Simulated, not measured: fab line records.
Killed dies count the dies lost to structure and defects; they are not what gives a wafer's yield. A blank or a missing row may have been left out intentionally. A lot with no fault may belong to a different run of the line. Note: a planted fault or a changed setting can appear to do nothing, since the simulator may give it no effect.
The tool behind it: which one? + flow sky130 + Sampling: 6 lots, 18 wafers, 2 of 708 route steps

WHAT THE GAUGES SHOWED, per wafer
SKY_LDD_HVN_OVL_MEAS_07.
| lot  | measured     | on         | LDD_HVN_OVL (nm) |
|------|--------------|------------|------------------|
| L415 | day 22 11:02 | overlay-01 | 3.3 2.7 1.3      |
| L419 | day 23 11:26 | overlay-02 | -0.1 -0.2 0.1    |
| L425 | day 25 13:26 | overlay-02 | -1.5 -2.1 -1.4   |
| L428 | day 26 10:30 | overlay-02 | -1.0 -1.1 -3.9   |
| L430 | day 27 06:44 | overlay-01 | -0.3 -0.5 0.6    |
| L433 | day 28 07:20 | overlay-02 | 1.9 0.0 -1.0     |

WHICH TOOL RAN EACH LOT (tool, then ch and the chambers of the sampled wafers, then the start)
| lot  | SKY_POLY_GATE_ETCH_16              |
|------|------------------------------------|
| L415 | rie diel-02 ch 0,1,3, day 18 11:29 |
| L419 | rie diel-01 ch 0,1,3, day 19 12:35 |
| L425 | rie diel-02 ch 0,1,3, day 21 15:41 |
| L428 | rie diel-04 ch 0,1,3, day 22 14:34 |
| L430 | rie diel-01 ch 0,1,2, day 23 12:51 |
| L433 | rie diel-04 ch 1, day 24 12:52     |
- SKY_POLY_GATE_ETCH_16: etches Si3N4 in CH3F/O2, stops on poly-Si, time 147.5 s, target depth 75 nm.

THE ANSWER, worked out from the rows above alone
Rule: the usual values come from the lots themselves. The widest of any qualifying gaps counts: lots, ordered by their means at a reading, are off when they make up no more than a third of the lots, leave a main group of 4 or more, and stand apart from it by 3 or more times the standard deviation of that group's means. Not used: any main group whose means are identical at the precision the tables above print for the reading. A lot without any number at a reading at which 4 lots or more have one is off too. Any other lot the step has rows for is counted as sound.
Across all readings shown, no lot is off: no conclusion can be drawn from this.

WHAT THE SIMULATOR HAD INSERTED
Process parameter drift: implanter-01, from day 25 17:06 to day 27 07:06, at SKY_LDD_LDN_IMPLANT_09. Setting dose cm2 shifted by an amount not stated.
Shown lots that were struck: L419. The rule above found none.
